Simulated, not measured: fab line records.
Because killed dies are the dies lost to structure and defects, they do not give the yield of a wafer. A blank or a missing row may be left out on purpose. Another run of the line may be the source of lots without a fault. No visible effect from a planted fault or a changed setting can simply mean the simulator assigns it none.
fab line records ; flow gf180mcu
[record] lots = 7; wafers = 21; lastDay = 35
route steps=602 shown V2@393
lots untouched by any fault: they come from a run of this same line in which no faults occurred
startH: the number of hours between the record's first day and the start of the first shown wafer of the lot ; waitH: hours from the lot's prior step to this one ; " same as the row above ; L1.1+2: a single row standing in for several wafers ; - value missing, or start not given ; * or withheld: withheld ; < > ~ a bound
route shown NAME@n: names a module that has steps shown in the file, with the first one's number in the route ; usual: mean/standard deviation taken from wafers without a fault ; same: alike in all rows ; chamber/n: place in a boat ; sites: the reading at each site ; _std_site: the standard deviation of these ; _edge_site: inner sites' mean taken away from outer sites' mean ; radiusMm: how far each site lies from the wafer's centre ; mask NAME#n: copy n ; behind: the tool/chamber that last shaped the wafer ; hold: why the lot was held/for how many hours/how that ended ; device: whichever transistor did not switch (one of n, p or np) ; end of line: the same wafers' tests at the end of the route ; a step given without rows: its recipe and nothing more ; killed: dies lost to structure and defects at the first sort, not the wafer's yield ; map: per-die view of a wafer (x killed, . not killed, _ where there is no die)
set.NAME: setting as actually run; set.NAME@STEP: the setting as run at that earlier step ; model.NAME: the simulator's own value behind a step, which no gauge read
lots at selected steps of the route; one table per step, one row per wafer
services: the hour from which a tool's chamber was out of use, counted from the record's first day as startH (under 0 if before that day), plus the number of hours and why
[[steps]]
[step GF_V2_EXPOSE_11]
[recipe] maskId = Via2; targetCdNm = 260; na = 0.68; sourceShape = conventional; sigmaOuter = 0.6; doseMj = 38
[step GF_V2_PEB_12]
[recipe] pebTempC = 135; pebTimeS = 90; resist = KrF
[step GF_V2_DEVELOP_13]
[recipe] developTimeS = 60; resist = KrF; devTempC = 21
[step GF_V2_CD_MEAS_14]
[recipe] targetCdNm = 260
[usual] cdNm = 260.5/1.3
lot.wafer;tool;chamber;startH;waitH;cdNm
L176.2;cdSem-02;-;521.68;0.1;261.2
L176.5;cdSem-02;-;521.68;0.1;260.3
L176.6;cdSem-02;-;521.68;0.1;260.3
L181.1;cdSem-02;-;570.79;0.1;261.6
L181.2;cdSem-02;-;570.79;0.1;262.2
L181.4;cdSem-02;-;570.79;0.1;261.8
L182.2;cdSem-02;-;572.58;0.1;262.4
L182.4;cdSem-02;-;572.58;0.1;261.5
L182.6;cdSem-02;-;572.58;0.1;261.8
L183.2;cdSem-02;-;576.51;0.1;263.1
L183.3;cdSem-02;-;576.51;0.1;262.3
L183.4;cdSem-02;-;576.51;0.1;262.2
L184.1;cdSem-01;-;593.41;0.1;261.5
L184.2;cdSem-01;-;593.41;0.1;261.6
L184.4;cdSem-01;-;593.41;0.1;260.3
L191.1;cdSem-02;-;643.24;0.1;261.8
L191.3;cdSem-02;-;643.24;0.1;262.1
L191.4;cdSem-02;-;643.24;0.1;261.2
L193.1;cdSem-01;-;662.31;0.1;259.8
L193.2;cdSem-01;-;662.31;0.1;260.9
L193.4;cdSem-01;-;662.31;0.1;260.8
[step GF_V2_OVL_MEAS_15]
[usual] V2_OVL = 0/5.6
lot.wafer;tool;chamber;startH;waitH;V2_OVL[nm]
L176.2;overlay-02;-;521.79;0.1;-5
L176.5;overlay-02;-;521.79;0.1;2
L176.6;overlay-02;-;521.79;0.1;1
L181.1;overlay-02;-;570.91;0.1;-1
L181.2;overlay-02;-;570.91;0.1;3
L181.4;overlay-02;-;570.91;0.1;-3
L182.2;overlay-01;-;572.69;0.1;-1
L182.4;overlay-01;-;572.69;0.1;-6
L182.6;overlay-01;-;572.69;0.1;-5
L183.2;overlay-01;-;576.62;0.1;-1
L183.3;overlay-01;-;576.62;0.1;1
L183.4;overlay-01;-;576.62;0.1;-2
L184.1;overlay-02;-;593.53;0.1;10
L184.2;overlay-02;-;593.53;0.1;5
L184.4;overlay-02;-;593.53;0.1;5
L191.1;overlay-02;-;643.36;0.1;3
L191.3;overlay-02;-;643.36;0.1;8
L191.4;overlay-02;-;643.36;0.1;2
L193.1;overlay-02;-;662.43;0.1;7
L193.2;overlay-02;-;662.43;0.1;7
L193.4;overlay-02;-;662.43;0.1;11
[step GF_V2_ETCH_16]
[recipe] chemistry = N2/H2; targetDepthA = withheld; overetchA = withheld; timeS = withheld; target = BARC; ionEnergyEv = 200; sourceW = 500; biasW = 100; pressureMtorr = 30; n2FlowSccm = 100; h2FlowSccm = 200
[usual] drypumpMotorCurrentA = 5.8/0.5; oesProductAu = 0.853/0.0042; throttleValvePct = 13.226/0.0096
lot.wafer;tool;chamber;startH;waitH;drypumpMotorCurrentA;oesProductAu;throttleValvePct
L176.2;rieDiel-02;3;521.82;0.0;6.0;0.853;13.233
L176.5;rieDiel-02;0;521.82;0.0;5.5;0.850;13.233
L176.6;rieDiel-02;3;521.82;0.0;6.0;0.863;13.197
L181.1;rieDiel-02;1;570.95;0.0;5.8;0.851;13.235
L181.2;rieDiel-02;0;570.95;0.0;5.5;0.854;13.224
L181.4;rieDiel-02;1;570.95;0.0;5.8;0.855;13.216
L182.2;rieDiel-01;3;572.72;0.0;5.8;0.860;13.207
L182.4;rieDiel-01;0;572.72;0.0;5.0;0.853;13.226
L182.6;rieDiel-01;0;572.72;0.0;5.0;0.853;13.208
L183.2;rieDiel-03;1;576.65;0.0;6.1;0.854;13.206
L183.3;rieDiel-03;0;576.65;0.0;5.1;0.854;13.226
L183.4;rieDiel-03;2;576.65;0.0;6.6;0.852;13.214
L184.1;rieDiel-02;3;593.57;0.0;6.0;0.849;13.219
L184.2;rieDiel-02;0;593.57;0.0;5.5;0.848;13.216
L184.4;rieDiel-02;0;593.57;0.0;5.5;0.855;13.209
L191.1;rieDiel-03;1;643.40;0.0;6.1;0.861;13.230
L191.3;rieDiel-03;3;643.40;0.0;5.7;0.851;13.208
L191.4;rieDiel-03;2;643.40;0.0;6.6;0.858;13.221
L193.1;rieDiel-02;2;662.46;0.0;5.9;0.851;13.230
L193.2;rieDiel-02;0;662.46;0.0;5.5;0.854;13.222
L193.4;rieDiel-02;1;662.46;0.0;5.8;0.848;13.226
[step GF_V2_ETCH_17]
[recipe] chemistry = C4F8/O2/Ar; maskMaterial = KrF; target = SiO2; stopOn = TiN; sourceW = 1500; biasW = 1200; pressureMtorr = 40; c4f8FlowSccm = withheld; O2_flow_sccm = 6; Ar_flow_sccm = 300; timeS = withheld; targetDepthA = 6300
[usual] oesProductAu = 0.856/0.0052
lot.wafer;tool;chamber;startH;waitH;oesProductAu
L176.2;rieDiel-02;3;-;-;0.850
L176.5;rieDiel-02;0;-;-;0.855
L176.6;rieDiel-02;3;-;-;0.854
L181.1;rieDiel-02;1;-;-;0.857
L181.2;rieDiel-02;0;-;-;0.854
L181.4;rieDiel-02;1;-;-;0.855
L182.2;rieDiel-01;3;-;-;0.858
L182.4;rieDiel-01;0;-;-;0.855
L182.6;rieDiel-01;0;-;-;0.852
L183.2;rieDiel-03;1;-;-;0.852
L183.3;rieDiel-03;0;-;-;0.861
L183.4;rieDiel-03;2;-;-;0.863
L184.1;rieDiel-02;3;-;-;0.870
L184.2;rieDiel-02;0;-;-;0.855
L184.4;rieDiel-02;0;-;-;0.859
L191.1;rieDiel-03;1;-;-;0.866
L191.3;rieDiel-03;3;-;-;0.846
L191.4;rieDiel-03;2;-;-;0.853
L193.1;rieDiel-02;2;-;-;0.854
L193.2;rieDiel-02;0;-;-;0.846
L193.4;rieDiel-02;1;-;-;0.861
[step GF_V2_STRIP_18]
[recipe] chemistry = O2/N2; powerW = 1400; pressureMtorr = 1500; platenTempC = 250; o2FlowSccm = 3000; n2FlowSccm = 300; overashFraction = 0.5
[usual] drypumpMotorCurrentA = 5.8/0.41; heaterPowerW = 326/22; oesProductAu = 0.592/0.0051
lot.wafer;tool;chamber;startH;waitH;drypumpMotorCurrentA;heaterPowerW;oesProductAu;rfHoursCounterH
L176.2;plasmaAsher-01;1;521.94;-;6.0;315;0.594;72
L176.5;plasmaAsher-01;1;521.94;-;6.0;318;0.591;-
L176.6;plasmaAsher-01;0;521.94;-;6.3;335;0.602;-
L181.1;plasmaAsher-04;0;571.08;-;5.3;316;0.593;14
L181.2;plasmaAsher-04;1;571.08;-;6.0;347;0.585;14
L181.4;plasmaAsher-04;0;571.08;-;5.3;313;0.593;-
L182.2;plasmaAsher-04;1;572.85;-;6.0;350;0.593;14
L182.4;plasmaAsher-04;1;572.85;-;6.0;363;0.588;-
L182.6;plasmaAsher-04;1;572.85;-;6.0;360;0.596;-
L183.2;plasmaAsher-03;0;576.78;-;5.1;331;0.587;47
L183.3;plasmaAsher-03;1;576.78;-;5.7;291;0.589;-
L183.4;plasmaAsher-03;0;576.78;-;5.2;318;0.591;-
L184.1;plasmaAsher-01;1;593.70;-;6.0;319;0.586;80
L184.2;plasmaAsher-01;0;593.70;-;6.3;344;0.587;80
L184.4;plasmaAsher-01;0;593.70;-;6.3;348;0.585;-
L191.1;plasmaAsher-04;0;643.53;-;5.3;297;0.591;22
L191.3;plasmaAsher-04;1;643.53;-;6.0;367;0.586;-
L191.4;plasmaAsher-04;0;643.53;-;5.3;298;0.593;-
L193.1;plasmaAsher-04;1;662.59;-;6.0;349;0.590;24
L193.2;plasmaAsher-04;0;662.59;-;5.2;311;0.591;24
L193.4;plasmaAsher-04;0;662.59;-;5.3;303;0.594;-
[step GF_V2_STRIP_19]
[recipe] chemistry = postEtchResidueRemover; timeS = 1200; tempC = 72.5
[step GF_V2_CLEAN_20]
[recipe] chemistry = DIW; dry = n2Spin
[step GF_V2_SPUTTER_21]
[recipe] material = Ti; targetThkNm = 15; chamberPressurePa = 5; powerW = 2500; substrateTempC = 200; timeS = 80.02
[usual] throttleValvePct = 29.7/0.76
lot.wafer;tool;chamber;startH;waitH;throttleValvePct
L176.2;pvdSputter-04;-;522.48;0.0;29.2
L176.5;pvdSputter-04;-;522.48;0.0;28.9
L176.6;pvdSputter-04;-;522.48;0.0;29.2
L181.1;pvdSputter-03;-;571.62;0.0;29.2
L181.2;pvdSputter-03;-;571.62;0.0;29.6
L181.4;pvdSputter-03;-;571.62;0.0;30.5
L182.2;pvdSputter-03;-;573.39;0.0;29.5
L182.4;pvdSputter-03;-;573.39;0.0;29.4
L182.6;pvdSputter-03;-;573.39;0.0;30.3
L183.2;pvdSputter-04;-;577.35;0.0;28.9
L183.3;pvdSputter-04;-;577.35;0.0;29.0
L183.4;pvdSputter-04;-;577.35;0.0;29.1
L184.1;pvdSputter-02;-;594.26;0.0;29.5
L184.2;pvdSputter-02;-;594.26;0.0;30.4
L184.4;pvdSputter-02;-;594.26;0.0;28.9
L191.1;pvdSputter-03;-;644.09;0.0;29.6
L191.3;pvdSputter-03;-;644.09;0.0;29.4
L191.4;pvdSputter-03;-;644.09;0.0;29.7
L193.1;pvdSputter-03;-;663.13;0.0;29.5
L193.2;pvdSputter-03;-;663.13;0.0;29.6
L193.4;pvdSputter-03;-;663.13;0.0;29.5
[step GF_V2_SPUTTER_22]
[recipe] material = TiN; targetThkNm = 10; chamberPressurePa = 5; powerW = 4000; timeS = 40
[step GF_V2_CVD_23]
[recipe] material = W; targetThkNm = 350; timeS = 104.94; tempC = 400; pressureTorr = 40
[usual] heaterPowerW = 839/45
lot.wafer;tool;chamber;startH;waitH;heaterPowerW;model.W_of_V2_CVD_23.thkNm
L176.2;cvdW-02;0;522.58;0.0;893;346.5
L176.5;cvdW-02;0;522.58;0.0;902;347.9
L176.6;cvdW-02;1;522.58;0.0;773;348.4
L181.1;cvdW-01;0;571.72;0.0;852;327.7
L181.2;cvdW-01;1;571.72;0.0;827;350.6
L181.4;cvdW-01;0;571.72;0.0;836;329.9
L182.2;cvdW-01;1;573.49;0.0;835;350.1
L182.4;cvdW-01;1;573.49;0.0;818;350.5
L182.6;cvdW-01;0;573.49;0.0;853;332.2
L183.2;cvdW-01;0;577.45;0.0;840;334.5
L183.3;cvdW-01;1;577.45;0.0;818;354.1
L183.4;cvdW-01;0;577.45;0.0;850;332.9
L184.1;cvdW-02;0;594.36;0.0;888;352.9
L184.2;cvdW-02;1;594.36;0.0;782;354.5
L184.4;cvdW-02;0;594.36;0.0;945;351.5
L191.1;cvdW-01;1;644.19;0.0;809;351.4
L191.3;cvdW-01;1;644.19;0.0;825;351.5
L191.4;cvdW-01;0;644.19;0.0;846;363.2
L193.1;cvdW-01;0;663.23;0.0;842;360.9
L193.2;cvdW-01;1;663.23;0.0;810;350.3
L193.4;cvdW-01;1;663.23;0.0;821;348.1
[step GF_V2_RS_MEAS_24]
[recipe] thkMeasGauge = four-point-probe; reads = W_of_V2_CVD_23+TiN_of_V2_SPUTTER_22+Ti_of_V2_SPUTTER_21
[usual] V2_W_RS = 0.324/0.0056
lot.wafer;tool;chamber;startH;waitH;hold;V2_W_RS[ohm/sq]
L176.2;filmMetro-01;-;522.71;0.1;-;0.331
L176.5;filmMetro-01;-;522.71;0.1;-;0.330
L176.6;filmMetro-01;-;522.71;0.1;-;0.329
L181.1;filmMetro-01;-;571.83;0.1;awaitDispo/0.2h/release;0.350
L181.2;filmMetro-01;-;571.83;0.1;awaitDispo/0.2h/release;0.327
L181.4;filmMetro-01;-;571.83;0.1;awaitDispo/0.2h/release;0.347
L181.1;filmMetro-01;-;572.13;0.3;-;0.350
L181.2;filmMetro-01;-;572.13;0.3;-;0.326
L181.4;filmMetro-01;-;572.13;0.3;-;0.347
L182.2;filmMetro-01;-;573.62;0.1;awaitDispo/0.2h/release;0.327
L182.4;filmMetro-01;-;573.62;0.1;awaitDispo/0.2h/release;0.327
L182.6;filmMetro-01;-;573.62;0.1;awaitDispo/0.2h/release;0.345
L182.2;filmMetro-01;-;573.91;0.3;-;0.327
L182.4;filmMetro-01;-;573.91;0.3;-;0.327
L182.6;filmMetro-01;-;573.91;0.3;-;0.345
L183.2;filmMetro-02;-;577.58;0.1;-;0.342
L183.3;filmMetro-02;-;577.58;0.1;-;0.324
L183.4;filmMetro-02;-;577.58;0.1;-;0.344
L184.1;filmMetro-01;-;594.47;0.1;-;0.324
L184.2;filmMetro-01;-;594.47;0.1;-;0.323
L184.4;filmMetro-01;-;594.47;0.1;-;0.326
L191.1;filmMetro-04;-;644.30;0.1;-;0.326
L191.3;filmMetro-04;-;644.30;0.1;-;0.326
L191.4;filmMetro-04;-;644.30;0.1;-;0.316
L193.1;filmMetro-02;-;663.34;0.1;-;0.317
L193.2;filmMetro-02;-;663.34;0.1;-;0.326
L193.4;filmMetro-02;-;663.34;0.1;-;0.328
[step GF_V2_THK_MEAS_25]
[recipe] thkMeasGauge = xrf; reads = W_of_V2_CVD_23
[usual] V2_W_THK = 356/7.6
lot.wafer;tool;chamber;startH;waitH;hold;V2_W_THK[nm]
L176.2;filmMetro-01;-;522.82;0.1;-;352
L176.5;filmMetro-01;-;522.82;0.1;-;352
L176.6;filmMetro-01;-;522.82;0.1;-;351
L183.2;filmMetro-02;-;577.69;0.1;-;337
L183.3;filmMetro-02;-;577.69;0.1;-;360
L183.4;filmMetro-02;-;577.69;0.1;-;339
L182.2;filmMetro-01;-;577.87;3.9;awaitDispo/3.8h/release;351
L182.4;filmMetro-01;-;577.87;3.9;awaitDispo/3.8h/release;354
L182.6;filmMetro-01;-;577.87;3.9;awaitDispo/3.8h/release;334
L181.1;filmMetro-01;-;579.73;7.6;awaitDispo/0.2h/release;328
L181.2;filmMetro-01;-;579.73;7.6;awaitDispo/0.2h/release;351
L181.4;filmMetro-01;-;579.73;7.6;awaitDispo/0.2h/release;330
L181.1;filmMetro-01;-;580.04;0.3;-;329
L181.2;filmMetro-01;-;580.04;0.3;-;353
L181.4;filmMetro-01;-;580.04;0.3;-;332
L184.1;filmMetro-01;-;594.59;0.1;-;352
L184.2;filmMetro-01;-;594.59;0.1;-;357
L184.4;filmMetro-01;-;594.59;0.1;-;351
L191.1;filmMetro-04;-;644.42;0.1;-;359
L191.3;filmMetro-04;-;644.42;0.1;-;359
L191.4;filmMetro-04;-;644.42;0.1;-;372
L193.1;filmMetro-02;-;663.46;0.1;-;366
L193.2;filmMetro-02;-;663.46;0.1;-;355
L193.4;filmMetro-02;-;663.46;0.1;-;350
[step GF_V2_CMP_26]
[recipe] stopOn = SiO2; downForcePsi = 3.5; platenRpm = 60; tOverpolishS = 15; targetThkNm = 0; padVelocityMS = 0.94248
[usual] motorCurrentA = 10.8/1.5
lot.wafer;tool;chamber;startH;waitH;hold;motorCurrentA
L176.2;cmp-01;0;522.97;0.1;-;11.0
L176.6;cmp-01;2;522.97;0.1;-;10.4
L176.5;cmp-01;3;522.97;0.1;-;12.3
L183.3;cmp-02;3;578.94;1.2;-;9.5
L183.4;cmp-02;0;578.94;1.2;-;7.5
L183.2;cmp-02;2;578.94;1.2;-;11.5
L182.2;cmp-02;1;579.64;1.8;-;11.7
L182.4;cmp-02;2;579.64;1.8;-;12.2
L182.6;cmp-02;3;579.64;1.8;-;9.8
L181.2;cmp-01;3;583.10;3.0;awaitDispo/3.0h/release;12.9
L181.1;cmp-01;0;583.10;3.0;awaitDispo/3.0h/release;11.2
L181.4;cmp-01;1;583.10;3.0;awaitDispo/3.0h/release;11.6
L184.4;cmp-01;0;594.65;0.0;-;10.1
L184.1;cmp-01;2;594.65;0.0;-;10.8
L184.2;cmp-01;3;594.65;0.0;-;12.1
L191.4;cmp-02;1;644.53;0.1;-;12.1
L191.1;cmp-02;2;644.53;0.1;-;11.2
L191.3;cmp-02;3;644.53;0.1;-;9.7
L193.4;cmp-01;0;663.52;0.0;-;11.1
L193.2;cmp-01;2;663.52;0.0;-;11.1
L193.1;cmp-01;3;663.52;0.0;-;12.9
[[services]]
tool;chamber;startH;hours;kind
rieDiel-03;1;503.70;2.5;repair
cmp-02;-;513.54;16.3;pm
pvdSputter-03;-;515.05;0.8;repair
pvdSputter-03;-;515.20;4.9;repair
rieDiel-01;0;529.31;15.6;repair
rieDiel-02;1;533.03;23.1;repair
pvdSputter-04;-;534.00;5.3;repair
cvdW-01;0;539.04;15.2;repair
cmp-02;-;555.39;6.4;pm
cmp-01;-;557.42;1.5;repair
rieDiel-02;2;561.30;14.2;repair
cmp-01;-;563.82;3.3;repair
plasmaAsher-01;-;565.52;2.8;pm
rieDiel-01;-;568.48;2.8;pm
cmp-02;-;572.24;4.0;pm
rieDiel-03;2;580.20;6.9;repair
cmp-01;-;617.20;4.3;repair
rieDiel-03;2;617.48;4.4;repair
cvdW-02;-;621.91;0.2;repair
rieDiel-02;-;629.59;2.5;repair
cmp-02;-;631.04;0.4;repair
cvdW-02;1;643.82;58.3;repair
cmp-01;-;647.49;2.9;repair
rieDiel-03;2;657.21;3.7;repair
[[key]]
[firstSign] step = GF_V2_RS_MEAS_24; reading = visit; direction = added
[effect] step = GF_V2_RS_MEAS_24; reading = V2_W_RS; direction = up; sigmas = 3.8; usual = 0.324; struck = 0.345
[effect] step = GF_V2_THK_MEAS_25; reading = V2_W_THK; direction = down; sigmas = 3; usual = 356; struck = 334
[modelEffect] step = GF_V2_CVD_23; value = W_of_V2_CVD_23.thkNm; without = 363.3; struck = 331.4
metAt GF_V2_CVD_23
struckWafers L181.1,L181.4,L182.6,L183.2,L183.4
[fault] kind = processParameterDrift; tool = cvdW-01; chamber = 0; onsetH = 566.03; steps = GF_V2_CVD_23; channel = targetThkNm; offset = -31.117; shape = step; endH = 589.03; actsIn = theseRecipesOnly; stated = 350
